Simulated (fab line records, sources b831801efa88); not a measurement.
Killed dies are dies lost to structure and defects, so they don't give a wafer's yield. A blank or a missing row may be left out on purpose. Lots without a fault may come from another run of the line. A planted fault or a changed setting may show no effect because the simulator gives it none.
fab line records | flow sky130
record lots=6 wafers=18 last_day=50
route steps=708 shown VIA2@524 METAL3@532 CAPM@537 PAD_OPEN@708
lots that met no fault: from a run of the same line without faults
start_h: hours from the record's first day to the start of the lot's first wafer shown | wait_h: hours since the lot's step before | " the same as in the row above | L1.1+2: a row that stands for several wafers | - no value, or no start given | * or withheld: withheld | < > ~ a bound
route shown NAME@n: a module of which the file shows steps, and the number in the route of the first | usual: mean/standard deviation of fault-free wafers | same: alike in all rows | chamber/n: place in a boat | sites: the reading at each site | _std_site: their standard deviation | _edge_site: outer sites' mean less inner sites' | radius_mm: how far each site lies from the wafer's centre | mask NAME#n: copy n | behind: the tool/chamber that last shaped the wafer | hold: why the lot was held/for how many hours/how that ended | device: the transistor (n, p or np) that didn't switch | end of line: the same wafers' tests at the end of the route | a step without rows: its recipe alone | killed: dies lost to structure and defects at the first sort, not the wafer's yield | map: a wafer's dies, x killed, . not, _ none there
set.NAME: the setting as run; set.NAME@STEP: as run at that earlier step | model.NAME: the simulator's own value behind a step, which no gauge read
lots at some steps of the route; a table a step, a row a wafer
services: from which hour (start_h, from the record's first day; less than 0 if before it) a tool's chamber was out of use, for how many hours, and why
## steps
# step SKY_VIA2_STRIP_17
# recipe chemistry=post_etch_residue_remover time_s=1200 temp_c=72.5
# step SKY_VIA2_CLEAN_18
# recipe chemistry=IPA time_s=180 temp_c=25
# step SKY_VIA2_CLEAN_19
# recipe chemistry=O3/DIW dry=n2_spin
# step SKY_VIA2_SPUTTER_20
# recipe material=TiN target_thk_nm=20 chamber_pressure_pa=5 power_w=4000 time_s=80
# step SKY_VIA2_CVD_21
# recipe material=W target_thk_nm=420 time_s=126.4 temp_c=400 pressure_torr=40
# usual heater_power_outer_w=484/18 heater_power_w=798/54
# columns lot.wafer tool chamber start_h wait_h heater_power_outer_w heater_power_w since_wet_clean_h
L137.1 cvd_w-02 1 852.19 0.0 485 840 948
L137.2 " 0 " " 490 884 948
L137.4 " 0 " " 505 881 -
L145.3 cvd_w-01 1 912.41 0.1 492 791 -
L145.5 " 1 " " 494 775 -
L145.6 " 0 " " 461 708 -
L149.2 cvd_w-02 0 943.35 0.0 471 802 25
L149.3 " 0 " " 461 835 -
L149.6 " 1 " " 489 836 -
L150.1 cvd_w-02 1 952.86 0.0 494 809 35
L150.3 " 0 " " 468 834 -
L150.6 " 1 " " 514 819 -
L153.1 cvd_w-01 0 968.12 0.0 450 728 564
L153.3 " 1 " " 494 796 -
L153.5 " 1 " " 490 793 -
L158.1 cvd_w-02 1 1002.53 0.0 509 834 85
L158.2 " 0 " " 472 827 85
L158.6 " 0 " " 470 822 -
# step SKY_VIA2_RS_MEAS_22
# recipe thk_meas_gauge=four-point-probe reads=W_of_VIA2_CVD_21+TiN_of_VIA2_SPUTTER_20
# usual VIA2_W_RS=0.272/0.0054
# columns lot.wafer tool chamber start_h wait_h VIA2_W_RS[ohm/sq]
L137.1 film_metro-02 - 852.32 0.1 0.275
L137.2 " - " " 0.266
L137.4 " - " " 0.264
L145.3 film_metro-04 - 912.54 0.1 0.278
L145.5 " - " " 0.276
L145.6 " - " " 0.280
L149.2 film_metro-04 - 943.50 0.1 0.265
L149.3 " - " " 0.263
L149.6 " - " " 0.275
L150.1 film_metro-02 - 952.99 0.1 0.277
L150.3 " - " " 0.261
L150.6 " - " " 0.277
L153.1 film_metro-02 - 968.25 0.1 0.273
L153.3 " - " " 0.274
L153.5 " - " " 0.273
L158.1 film_metro-03 - 1002.66 0.1 0.272
L158.2 " - " " 0.259
L158.6 " - " " 0.261
# step SKY_VIA2_THK_MEAS_23
# recipe thk_meas_gauge=xrf reads=W_of_VIA2_CVD_21
# usual VIA2_W_THK=417/9.9
# columns lot.wafer tool chamber start_h wait_h VIA2_W_THK[nm]
L137.1 film_metro-02 - 852.44 0.1 407
L137.2 " - " " 424
L137.4 " - " " 425
L145.3 film_metro-04 - 912.64 0.1 406
L145.5 " - " " 410
L145.6 " - " " 401
L149.2 film_metro-04 - 943.61 0.1 424
L149.3 " - " " 427
L149.6 " - " " 408
L150.1 film_metro-02 - 953.11 0.1 405
L150.3 " - " " 428
L150.6 " - " " 404
L153.1 film_metro-02 - 968.37 0.1 409
L153.3 " - " " 410
L153.5 " - " " 414
L158.1 film_metro-03 - 1002.78 0.1 423
L158.2 " - " " 444
L158.6 " - " " 443
# step SKY_VIA2_CMP_24
# recipe stop_on=SiO2 t_overpolish_s=20 down_force_psi=3.5 platen_rpm=60 target_thk_nm=0 pad_velocity_m_s=0.94248
# step SKY_METAL3_SPUTTER_00
# recipe material=Ti target_thk_nm=15 power_w=3000 time_s=10 chamber_pressure_pa=0.4
# usual chamber_pressure_pa=0.4000/0.00072 throttle_valve_pct=30.2/1.2
# columns lot.wafer tool chamber start_h wait_h chamber_pressure_pa throttle_valve_pct
L137.1 pvd_sputter-01 - 852.80 0.2 0.3999 31.8
L137.2 " - " " 0.4008 31.3
L137.4 " - " " 0.3999 30.4
L145.3 pvd_sputter-03 - 912.98 0.1 0.3999 28.8
L145.5 " - " " 0.3997 30.7
L145.6 " - " " 0.4004 28.8
L149.2 pvd_sputter-01 - 943.96 0.2 0.4014 30.4
L149.3 " - " " 0.4004 28.7
L149.6 " - " " 0.3987 31.7
L150.1 pvd_sputter-01 - 953.47 0.1 0.3993 30.2
L150.3 " - " " 0.4006 28.8
L150.6 " - " " 0.3985 30.9
L153.1 pvd_sputter-04 - 968.73 0.2 0.4001 31.8
L153.3 " - " " 0.3996 28.9
L153.5 " - " " 0.3993 31.7
L158.1 pvd_sputter-04 - 1003.14 0.1 0.4007 28.4
L158.2 " - " " 0.3998 30.6
L158.6 " - " " 0.4003 30.8
# step SKY_METAL3_SPUTTER_01
# recipe material=TiN target_thk_nm=20 power_w=6500 time_s=16.7 chamber_pressure_pa=0.4
# usual chamber_pressure_pa=0.4000/0.00069 throttle_valve_pct=30.2/1.2
# columns lot.wafer tool chamber start_h wait_h chamber_pressure_pa throttle_valve_pct
L137.1 pvd_sputter-01 - 852.82 0.0 0.4002 32.2
L137.2 " - " " 0.3992 31.1
L137.4 " - " " 0.4007 29.9
L145.3 pvd_sputter-03 - 913.00 0.0 0.4001 28.7
L145.5 " - " " 0.3994 30.2
L145.6 " - " " 0.3995 28.8
L149.2 pvd_sputter-01 - 943.98 0.0 0.4000 30.5
L149.3 " - " " 0.3991 28.8
L149.6 " - " " 0.3996 31.7
L150.1 pvd_sputter-01 - 953.49 0.0 0.4002 30.2
L150.3 " - " " 0.3987 28.7
L150.6 " - " " 0.4002 31.1
L153.1 pvd_sputter-04 - 968.76 0.0 0.3995 31.8
L153.3 " - " " 0.4011 28.7
L153.5 " - " " 0.3998 31.6
L158.1 pvd_sputter-04 - 1003.16 0.0 0.3995 28.3
L158.2 " - " " 0.4002 30.8
L158.6 " - " " 0.4002 30.8
# step SKY_METAL3_SPUTTER_02
# recipe material=AlCu target_thk_nm=735 power_w=10600 time_s=39.1 chamber_pressure_pa=0.4
# step SKY_METAL3_SPUTTER_03
# recipe material=Ti target_thk_nm=5 power_w=3000 time_s=3.3 chamber_pressure_pa=0.4
# usual chamber_pressure_pa=0.4000/0.00076 throttle_valve_pct=30.2/1.2
# columns lot.wafer tool chamber start_h wait_h chamber_pressure_pa throttle_valve_pct
L137.1 pvd_sputter-01 - 852.89 0.0 0.4006 31.7
L137.2 " - " " 0.4000 31.4
L137.4 " - " " 0.3999 30.3
L145.3 pvd_sputter-03 - 913.06 0.0 0.4010 28.8
L145.5 " - " " 0.4004 30.2
L145.6 " - " " 0.4010 28.8
L149.2 pvd_sputter-01 - 944.05 0.0 0.4004 30.3
L149.3 " - " " 0.4001 28.7
L149.6 " - " " 0.4011 32.0
L150.1 pvd_sputter-01 - 953.56 0.0 0.4009 30.5
L150.3 " - " " 0.3997 28.8
L150.6 " - " " 0.4003 31.1
L153.1 pvd_sputter-04 - 968.82 0.0 0.3999 31.9
L153.3 " - " " 0.4001 28.6
L153.5 " - " " 0.4014 32.0
L158.1 pvd_sputter-04 - 1003.23 0.0 0.3996 28.4
L158.2 " - " " 0.4005 30.7
L158.6 " - " " 0.4005 30.9
# step SKY_METAL3_SPUTTER_04
# recipe material=TiN target_thk_nm=70 power_w=6500 time_s=58.3 chamber_pressure_pa=0.4
# usual chamber_pressure_pa=0.4001/0.0008 throttle_valve_pct=30.2/1.2
# columns lot.wafer tool chamber start_h wait_h chamber_pressure_pa throttle_valve_pct
L137.1 pvd_sputter-01 - 852.91 0.0 0.3991 31.7
L137.2 " - " " 0.4000 31.3
L137.4 " - " " 0.4007 30.1
L145.3 pvd_sputter-03 - 913.08 0.0 0.4008 28.6
L145.5 " - " " 0.4000 30.3
L145.6 " - " " 0.4017 28.7
L149.2 pvd_sputter-01 - 944.06 0.0 0.4374 28.8
L149.3 " - " " 0.4380 27.3
L149.6 " - " " 0.4365 30.7
L150.1 pvd_sputter-01 - 953.57 0.0 0.4374 29.3
L150.3 " - " " 0.4384 27.8
L150.6 " - " " 0.4367 29.6
L153.1 pvd_sputter-04 - 968.84 0.0 0.4003 31.4
L153.3 " - " " 0.3995 29.0
L153.5 " - " " 0.4000 32.0
L158.1 pvd_sputter-04 - 1003.24 0.0 0.3987 28.5
L158.2 " - " " 0.4006 30.4
L158.6 " - " " 0.4012 30.9
# step SKY_CAPM_CVD_00
# recipe material=SiO2 target_thk_nm=15.5 temp_c=400 time_s=withheld rf_w=450
# usual heater_power_outer_w=397/66 heater_power_w=679/80
# columns lot.wafer tool chamber start_h wait_h heater_power_outer_w heater_power_w
L137.1 pecvd-03 0 852.95 0.0 424 777
L137.2 " 2 " " 311 627
L137.4 " 0 " " 419 764
L145.3 pecvd-03 2 913.13 0.0 402 736
L145.5 " 1 " " 342 602
L145.6 " 0 " " 361 692
L149.2 pecvd-01 2 944.12 0.0 495 782
L149.3 " 2 " " 479 780
L149.6 " 2 " " 500 759
L150.1 pecvd-01 1 953.62 0.0 405 695
L150.3 " 1 " " 418 673
L150.6 " 1 " " 424 695
L153.1 pecvd-01 2 968.89 0.0 504 800
L153.3 " 2 " " 511 841
L153.5 " 2 " " 527 793
L158.1 pecvd-03 0 1003.29 0.0 403 720
L158.2 " 1 " " 365 638
L158.6 " 1 " " 369 644
# step SKY_PAD_OPEN_PROBE_99
# usual defect_limited_yield=82.7/1.8 killed_at_M0_to_M3=43/6.8 killed_at_M4_up=3.2/1.8 killed_at_contacts=24/5.2 killed_at_front_end=15/4.2 killed_at_other=0.4/0.62 killed_dies=85/8.7 killed_open=46/6.7 killed_short=39/5.9 sort_bin_3_pad_short=0.9/0.41 sort_bin_5_function=10.2/1.5 sort_bin_6_memory=6.3/1.1 sort_n_pass=407/8.7 sort_yield_pct=82.7/1.8
# same gross_dies=492 killed_at_back_side=0 sort_bin_4_leakage[%]=0 sort_bin_8_speed[%]=0
# columns lot.wafer tool chamber start_h wait_h defect_limited_yield[%] killed_at_M0_to_M3 killed_at_M4_up killed_at_contacts killed_at_front_end killed_at_other killed_dies killed_open killed_short sort_bin_3_pad_short[%] sort_bin_5_function[%] sort_bin_6_memory[%] sort_n_pass sort_yield_pct[%]
L137.1 prober-02 - 1078.96 0.1 81.9 58 4 20 7 0 89 52 37 0.6 10.0 7.5 403 81.9
L137.2 prober-02 - 1079.01 0.1 83.7 38 0 30 12 0 80 37 43 1.2 9.1 5.9 412 83.7
L137.4 prober-02 - 1079.11 0.2 85.2 30 1 25 17 0 73 38 35 0.6 8.5 5.7 419 85.2
L145.3 prober-01 - 1124.96 0.2 86.0 33 2 24 10 0 69 35 34 0.4 9.3 4.3 423 86.0
L145.5 prober-01 - 1125.06 0.2 84.1 34 5 23 16 0 78 46 32 0.8 10.2 4.9 414 84.1
L145.6 prober-01 - 1125.11 0.2 83.3 45 5 28 4 0 82 53 29 0.4 10.4 5.9 410 83.3
L149.2 prober-01 - 1147.37 0.1 82.5 46 6 21 13 0 86 45 41 1.2 10.4 5.9 406 82.5
L149.3 prober-01 - 1147.42 0.2 84.8 33 4 20 18 0 75 32 43 0.8 8.5 5.9 417 84.8
L149.6 prober-01 - 1147.57 0.2 82.5 41 4 27 14 0 86 37 49 0.6 10.0 6.9 406 82.5
L150.1 prober-02 - 1154.46 0.1 84.6 30 5 20 21 0 76 40 36 0.8 7.7 6.9 416 84.6
L150.3 prober-02 - 1154.56 0.2 86.2 36 1 22 7 2 68 39 27 0.4 8.7 4.7 424 86.2
L150.6 prober-02 - 1154.71 0.2 82.7 39 3 23 19 1 85 46 38 0.6 9.3 7.3 407 82.7
L153.1 prober-01 - 1166.31 0.1 85.8 34 3 19 14 0 70 32 38 1.0 8.1 5.1 422 85.8
L153.3 prober-01 - 1166.41 0.2 79.9 47 2 35 15 0 99 55 44 1.6 11.0 7.5 393 79.9
L153.5 prober-01 - 1166.51 0.2 82.9 46 1 22 14 1 84 53 30 0.4 10.6 6.1 408 82.9
L158.1 prober-02 - 1190.63 0.1 83.1 51 1 21 9 1 83 44 38 0.6 11.8 4.5 409 83.1
L158.2 prober-02 - 1190.68 0.1 79.7 50 3 32 14 1 100 52 47 0.8 12.2 7.3 392 79.7
L158.6 prober-02 - 1190.88 0.2 83.1 42 4 26 11 0 83 42 39 1.6 9.1 6.1 409 83.1
# killed by level:class
L137.1 VIA1:geometric_particle:open=13 CONTACT:geometric_particle:open=8 METAL2:geometric_particle:short=8 VIA3:geometric_particle:open=8 VIA1:geometric_particle:short=7 VIA2:geometric_particle:open=6 VIA3:geometric_particle:short=5 LI_CONTACT:geometric_particle:open=4
L137.2 CONTACT:geometric_particle:open=10 CONTACT:geometric_particle:short=9 VIA1:geometric_particle:open=9 VIA1:geometric_particle:short=7 METAL2:geometric_particle:short=5 LOCAL_INTERCONNECT:geometric_particle:short=4 POLY_GATE:geometric_particle:open=4 VIA2:geometric_particle:short=4
L137.4 CONTACT:geometric_particle:open=11 VIA1:geometric_particle:open=7 FIELD_ISO:geometric_particle:open=6 LI_CONTACT:geometric_particle:open=6 VIA1:geometric_particle:short=5 METAL1:geometric_particle:short=4 VIA3:geometric_particle:open=4 FIELD_ISO:geometric_particle:short=3
L145.3 LOCAL_INTERCONNECT:geometric_particle:short=8 VIA1:geometric_particle:open=6 LI_CONTACT:geometric_particle:open=6 METAL1:geometric_particle:short=6 VIA3:geometric_particle:open=6 CONTACT:geometric_particle:open=5 METAL2:geometric_particle:short=4 FIELD_ISO:geometric_particle:short=3
L145.5 LI_CONTACT:geometric_particle:open=9 FIELD_ISO:geometric_particle:open=7 VIA1:geometric_particle:open=7 VIA2:geometric_particle:open=7 CONTACT:geometric_particle:open=4 METAL1:geometric_particle:short=4 VIA1:geometric_particle:short=4 CONTACT:geometric_particle:short=3
L145.6 VIA1:geometric_particle:open=17 CONTACT:geometric_particle:open=14 METAL1:geometric_particle:short=8 VIA2:geometric_particle:open=7 LI_CONTACT:geometric_particle:open=5 LOCAL_INTERCONNECT:geometric_particle:short=4 VIA1:geometric_particle:short=4 METAL4:geometric_particle:short=4
L149.2 METAL1:geometric_particle:short=13 CONTACT:geometric_particle:open=7 LI_CONTACT:geometric_particle:open=6 METAL2:geometric_particle:short=6 POLY_GATE:geometric_particle:open=5 VIA1:geometric_particle:open=5 VIA2:geometric_particle:open=5 VIA3:geometric_particle:open=5
L149.3 CONTACT:geometric_particle:short=7 CONTACT:geometric_particle:open=6 METAL1:geometric_particle:short=5 VIA2:geometric_particle:open=5 FIELD_ISO:geometric_particle:open=4 LOCAL_INTERCONNECT:geometric_particle:short=4 METAL3:geometric_particle:short=4 METAL1:geometric_particle:open=4
L149.6 CONTACT:geometric_particle:open=11 METAL1:geometric_particle:short=11 FIELD_ISO:geometric_particle:short=6 CONTACT:geometric_particle:short=6 VIA1:geometric_particle:open=6 LI_CONTACT:geometric_particle:open=5 LOCAL_INTERCONNECT:geometric_particle:short=4 VIA2:geometric_particle:short=4
L150.1 VIA1:geometric_particle:short=8 FIELD_ISO:geometric_particle:open=7 LI_CONTACT:geometric_particle:open=7 CONTACT:geometric_particle:open=7 VIA1:geometric_particle:open=7 VIA2:geometric_particle:open=4 FIELD_ISO:geometric_particle:short=3 POLY_CUT:geometric_particle:short=3
L150.3 LI_CONTACT:geometric_particle:open=9 VIA1:geometric_particle:open=9 VIA2:geometric_particle:open=8 CONTACT:geometric_particle:open=6 CONTACT:geometric_particle:short=4 POLY_GATE:geometric_particle:short=3 VIA1:geometric_particle:short=3 METAL2:geometric_particle:short=3
L150.6 VIA1:geometric_particle:open=8 FIELD_ISO:geometric_particle:open=6 LI_CONTACT:geometric_particle:open=6 CONTACT:geometric_particle:open=6 VIA2:geometric_particle:open=6 LI_CONTACT:geometric_particle:short=5 METAL1:geometric_particle:open=5 VIA1:geometric_particle:short=5
L153.1 LI_CONTACT:geometric_particle:open=7 VIA2:geometric_particle:open=6 SPACER:geometric_particle:short=5 CONTACT:geometric_particle:short=5 METAL1:geometric_particle:short=5 VIA1:geometric_particle:short=5 POLY_GATE:geometric_particle:short=4 CONTACT:geometric_particle:open=4
L153.3 CONTACT:geometric_particle:open=13 VIA1:geometric_particle:open=12 CONTACT:geometric_particle:short=9 VIA3:geometric_particle:open=8 METAL2:geometric_particle:short=7 LI_CONTACT:geometric_particle:open=6 METAL1:geometric_particle:short=6 VIA2:geometric_particle:open=6
L153.5 VIA1:geometric_particle:open=13 CONTACT:geometric_particle:open=9 VIA2:geometric_particle:open=8 VIA3:geometric_particle:open=7 FIELD_ISO:geometric_particle:short=6 CONTACT:geometric_particle:short=5 LI_CONTACT:geometric_particle:open=4 FIELD_ISO:geometric_particle:open=3
L158.1 VIA1:geometric_particle:open=11 METAL2:geometric_particle:short=9 CONTACT:geometric_particle:open=7 LOCAL_INTERCONNECT:geometric_particle:short=6 VIA1:geometric_particle:short=6 METAL3:geometric_particle:short=6 VIA2:geometric_particle:open=5 VIA3:geometric_particle:open=5
L158.2 VIA1:geometric_particle:open=10 CONTACT:geometric_particle:open=9 METAL2:geometric_particle:short=9 LI_CONTACT:geometric_particle:open=7 VIA2:geometric_particle:open=7 LI_CONTACT:geometric_particle:short=5 LOCAL_INTERCONNECT:geometric_particle:short=5 CONTACT:geometric_particle:short=5
L158.6 CONTACT:geometric_particle:open=9 VIA2:geometric_particle:open=6 LOCAL_INTERCONNECT:geometric_particle:short=6 VIA1:geometric_particle:open=6 METAL2:geometric_particle:short=6 VIA3:geometric_particle:open=6 METAL4:geometric_particle:short=4 LOCAL_INTERCONNECT:geometric_particle:open=4
## services
# columns tool chamber start_h hours kind
pecvd-01 0 853.62 186.0 repair
pvd_sputter-03 - 899.38 11.7 repair
pvd_sputter-01 - 901.16 0.5 repair
cvd_w-02 - 904.00 14.0 pm
cvd_w-02 0 904.00 14.0 vent_cycle
cvd_w-02 1 904.00 14.0 vent_cycle
cvd_w-02 0 918.00 - clean
cvd_w-02 1 918.00 - clean
pecvd-01 2 931.43 4.9 repair
pecvd-01 1 943.43 2.1 scheduled_down
pecvd-03 2 950.31 5.5 scheduled_down
cvd_w-01 - 953.38 1.4 repair
cvd_w-02 0 962.70 2.9 repair
pvd_sputter-03 - 974.35 9.4 repair
pecvd-01 1 977.75 10.2 repair
pvd_sputter-01 - 993.81 0.7 repair
## key
first_sign step=SKY_METAL3_SPUTTER_04 reading=chamber_pressure_pa direction=up sigmas=47 usual=0.4001 struck=0.4374
effect none on later readings
met_at SKY_METAL3_SPUTTER_04
struck_wafers L149.2,L149.3,L149.6,L150.1,L150.3,L150.6
onset_between 852.91 944.06
fault kind=process_parameter_drift tool=pvd_sputter-01 chamber=- onset_h=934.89 steps=SKY_METAL3_SPUTTER_04 channel=chamber_pressure_pa offset=0.036894 shape=step end_h=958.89 acts_in=these_recipes_only stated=0.4
